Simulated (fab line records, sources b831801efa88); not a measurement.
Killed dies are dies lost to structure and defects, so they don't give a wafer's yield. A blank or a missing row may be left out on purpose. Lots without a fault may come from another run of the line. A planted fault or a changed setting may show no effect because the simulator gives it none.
Split-lot experiment | flow gf180mcu | 5 lots, 23 wafers read, on a route of 602 steps

THE SPLIT
At GF_V5_CMP_04 (polishes SiO2), the setting leave_above_ref_nm was moved away from the recipe's 855 nm on 9 of the 23 wafers read, by -4.9% to +6.4%. The other wafers ran this setting at the recipe's value.

FROM THE SPLIT TO THE READING: what the file shows between them, 1 step
- GF_V5_ETCH_16: etches BARC in N2/H2 (also split here: bias_w)

THE READING
oes_product_au, in a.u., at GF_V5_ETCH_17 (etches SiO2 in C4F8/O2/Ar, stops on TiN, target depth 855 nm). Fault-free wafers of this fab line usually give 0.859 a.u., standard deviation 0.0046 a.u..

wafer  | tool, chamber at the split | leave_above_ref_nm as run, nm | against the recipe | oes_product_au, a.u. | against lot-mates on the recipe
L074.1 | cmp-02, 2                  | 855                           | recipe             | 0.857                | -
L074.3 | cmp-02, 3                  | 855                           | recipe             | 0.863                | -
L074.4 | cmp-02, 1                  | 817.9                         | -4.3%              | 0.833                | -0.026
L074.5 | cmp-02, 3                  | 817.9                         | -4.3%              | 0.834                | -0.025
L074.6 | cmp-02, 2                  | 855                           | recipe             | 0.856                | -
L076.1 | cmp-01, 3                  | 855                           | recipe             | 0.858                | -
L076.2 | cmp-01, 2                  | 902.2                         | +5.5%              | 0.879                | +0.027
L076.4 | cmp-01, 0                  | 902.2                         | +5.5%              | 0.878                | +0.026
L076.5 | cmp-01, 3                  | 855                           | recipe             | 0.851                | -
L076.6 | cmp-01, 0                  | 855                           | recipe             | 0.847                | -
L077.1 | cmp-02, 2                  | 855                           | recipe             | 0.863                | -
L077.2 | cmp-02, 0                  | 813.4                         | -4.9%              | 0.835                | -0.026
L077.3 | cmp-02, 3                  | 813.4                         | -4.9%              | 0.840                | -0.021
L077.4 | cmp-02, 1                  | 855                           | recipe             | 0.860                | -
L077.5 | cmp-02, 0                  | 855                           | recipe             | 0.859                | -
L079.1 | cmp-01, 2                  | 855                           | recipe             | 0.861                | -
L079.2 | cmp-01, 0                  | 855                           | recipe             | 0.864                | -
L079.5 | cmp-01, 0                  | 855                           | recipe             | 0.863                | -
L082.1 | cmp-01, 2                  | 909.5                         | +6.4%              | 0.897                | +0.036
L082.2 | cmp-01, 3                  | 909.5                         | +6.4%              | 0.887                | +0.026
L082.4 | cmp-01, 0                  | 855                           | recipe             | 0.859                | -
L082.5 | cmp-01, 3                  | 855                           | recipe             | 0.862                | -
L082.6 | cmp-01, 2                  | 909.5                         | +6.4%              | 0.886                | +0.025

THE FIT
A straight line over all 23 wafers: oes_product_au changes by +0.00466 a.u. for each +1% of leave_above_ref_nm; r = +0.96; the points scatter about the line by 0.005 a.u..
The same after taking each lot's own level away (the mean of its wafers on the recipe; 23 wafers): +0.00488 a.u. for each +1%; r = +0.98; scatter 0.0033 a.u..
On that fit, the largest move of leave_above_ref_nm shifts the reading by 0.031 a.u..
The lots' own levels span 0.8520 to 0.8627 a.u., that is 2.3 times the standard deviation above.
So the lot-to-lot level changes the slope little: the two slopes agree.
Check: with one of the wafers moved furthest among these (+6.4%) left out of the fit, the line predicts +0.0293 a.u. for it against its lot-mates. It came out at +0.0365 a.u. against them.

OTHER SPLITS ON THESE WAFERS
These wafers also went through other splits before the reading. Each is held against what the fit with the lots' levels taken away leaves over:
other split on the same wafers | wafers away from the commonest value | r with oes_product_au (lot level and that fit taken away)
GF_MIM_CVD_05 time_s           | 10                                   | -0.04
GF_M5_PEB_05 peb_time_s        | 11                                   | -0.08
GF_V5_ETCH_16 bias_w           | 4                                    | -0.19

THE WHOLE CHAIN: every reading that the file lists as answering this split, in the file's order
step          | what it does                                                 | reading                                                                   | change (the file's fit)                   | r (the file's)
GF_V5_CMP_04  | polishes SiO2                                                | SiO2_of_V5_CVD_02.thk_nm (the simulator's own value, which no gauge read) | +8.59 nm for each +1% of the setting      | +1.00
GF_V5_ETCH_17 | etches SiO2 in C4F8/O2/Ar, stops on TiN, target depth 855 nm | oes_product_au                                                            | +0.00488 a.u. for each +1% of the setting | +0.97

THE FILE'S OWN FIT
oes_product_au changes by +0.00488 a.u. for each +1% of leave_above_ref_nm, r = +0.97.
